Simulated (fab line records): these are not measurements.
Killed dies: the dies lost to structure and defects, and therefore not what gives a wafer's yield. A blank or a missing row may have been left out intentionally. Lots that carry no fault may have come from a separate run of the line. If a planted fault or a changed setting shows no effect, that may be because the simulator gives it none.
Which tool did it?    flow sky130    14 lots, 42 wafers sampled, at 3 steps of a route of 708

## WHAT THE GAUGES READ, wafer by wafer
SKY_VT_ADJUST_PCH_OVL_MEAS_07.
lot   measured      on          VT_ADJUST_PCH_OVL (nm)
L370  day 11 11:33  overlay-01  -1.6 -0.6 -1.0
L371  day 11 15:13  overlay-02  -0.6 1.7 0.6
L372  day 11 17:35  overlay-01  0.3 -1.0 -0.6
L375  day 12 21:53  overlay-01  - - -
L376  day 13 01:11  overlay-02  - - -
L380  day 14 05:47  overlay-01  -1.9 -0.7 -1.0
L381  day 14 10:37  overlay-01  -0.5 0.8 0.1
L382  day 14 16:12  overlay-01  0.4 0.8 0.6
L383  day 15 01:10  overlay-01  -2.6 -3.7 -1.4
L384  day 15 08:12  overlay-02  1.1 0.5 0.6
L385  day 15 14:35  overlay-02  1.7 1.8 2.4
L389  day 18 00:18  overlay-02  2.3 1.2 1.4
L390  day 18 05:29  overlay-01  -3.1 -3.3 -3.3
L391  day 18 08:06  overlay-02  -0.8 -2.0 -1.1

SKY_SONOS_TUNNEL_TW_MEAS_12.
lot   measured      on             SONOS_TUNNEL_TW
L370  day 12 12:26  film-metro-04  193.5 193.2 192.0
L371  day 12 16:59  film-metro-04  193.5 192.7 192.9
L372  day 12 19:28  film-metro-03  197.4 196.3 196.7
L375  day 14 00:17  film-metro-04  209.6 208.2 208.3 208.6 208.9 209.7
L376  day 14 04:01  film-metro-04  207.7 207.0 208.4 208.8 208.4 207.4
L380  day 15 08:08  film-metro-04  192.8 193.0 193.7
L381  day 15 14:05  film-metro-03  195.8 196.4 195.3
L382  day 15 20:30  film-metro-02  194.7 195.1 194.2
L383  day 16 05:38  film-metro-03  197.8 198.6 197.3
L384  day 16 12:41  film-metro-03  198.4 198.0 198.0
L385  day 16 18:43  film-metro-03  198.6 197.6 198.3
L389  day 19 08:28  film-metro-03  197.4 197.0 198.8
L390  day 19 13:32  film-metro-04  193.7 193.7 192.9
L391  day 19 15:49  film-metro-04  192.7 193.0 193.4

## WHAT TOOL EACH LOT RAN ON (gives the tool, then ch and the chambers of the sampled wafers, and finally the start)
lot   SKY_VT_ADJUST_PCH_COAT_02
L370  litho-track-04 ch 0, day 10 23:23
L371  litho-track-04 ch 0, day 11 02:49
L372  litho-track-01 ch 0, day 11 05:50
L375  litho-track-04, day 12 08:47
L376  litho-track-01, day 12 12:17
L380  litho-track-02 ch 0, day 13 16:03
L381  litho-track-04 ch 0, day 13 22:05
L382  litho-track-04 ch 0, day 14 03:01
L383  litho-track-04 ch 0, day 14 11:32
L384  litho-track-04 ch 0, day 14 18:40
L385  litho-track-04 ch 0, day 15 00:56
L389  litho-track-02 ch 0, day 17 09:09
L390  litho-track-01 ch 0, day 17 14:13
L391  litho-track-01 ch 0, day 17 16:46
- SKY_VT_ADJUST_PCH_COAT_02: resist thk 3000 nm.

## AS READ BY THE TOOLS THEMSELVES (means over the sampled wafers that have a number; for cases with no such wafer, the mark the record gives instead)
SKY_VT_ADJUST_PCH_COAT_02.
lot   tool            chill-plate-temp-C (C)  dispense-pressure-kPa (kPa)
L370  litho-track-04  23.13                   50.2
L371  litho-track-04  22.97                   50.1
L372  litho-track-01  22.90                   50.1
L375  litho-track-04  -                       -
L376  litho-track-01  -                       -
L380  litho-track-02  23.07                   51.5
L381  litho-track-04  23.02                   50.2
L382  litho-track-04  22.77                   50.1
L383  litho-track-04  22.97                   50.1
L384  litho-track-04  22.94                   50.1
L385  litho-track-04  22.95                   50.1
L389  litho-track-02  23.01                   51.5
L390  litho-track-01  22.87                   50.1
L391  litho-track-01  23.08                   50.1

## THE ANSWER, worked out from the rows above alone
Rule: the usual values come from the lots themselves. Put in order of their means at a reading, lots are off if they are a third of the lots or fewer, leave a main group of 4 or more, and stand apart from it by a gap of 3 or more times the standard deviation of the main group's means; of several such gaps the widest counts. The tables above print the reading to a certain number of digits; a main group whose means all agree to those digits is not used. A lot without any number at a reading at which 4 lots or more have one is off too. All remaining lots with rows at the step are treated as sound. The gauges are gone through in route order, then the tools' own readings, and for those a lot's mean is taken as printed above. At the first step where some lot is off, the reading lying furthest off is the one used; lots without a number count as furthest.
Off: at SKY_VT_ADJUST_PCH_OVL_MEAS_07 (VT_ADJUST_PCH_OVL), L375, L376. Without a number there: L375, L376. Main group: mean -0.3 nm, sd 1.5.
If a tool, at a process step before that reading, ran all the lots that are off and no sound lot after the first of them, it fits. The gauges at SKY_VT_ADJUST_PCH_OVL_MEAS_07 aren't tried: what is off there is off at SKY_SONOS_TUNNEL_TW_MEAS_12 too, on other tools, and a gauge's error can't cause that. No candidate that was tried fits.

## WHAT THE SIMULATOR HAD PUT IN
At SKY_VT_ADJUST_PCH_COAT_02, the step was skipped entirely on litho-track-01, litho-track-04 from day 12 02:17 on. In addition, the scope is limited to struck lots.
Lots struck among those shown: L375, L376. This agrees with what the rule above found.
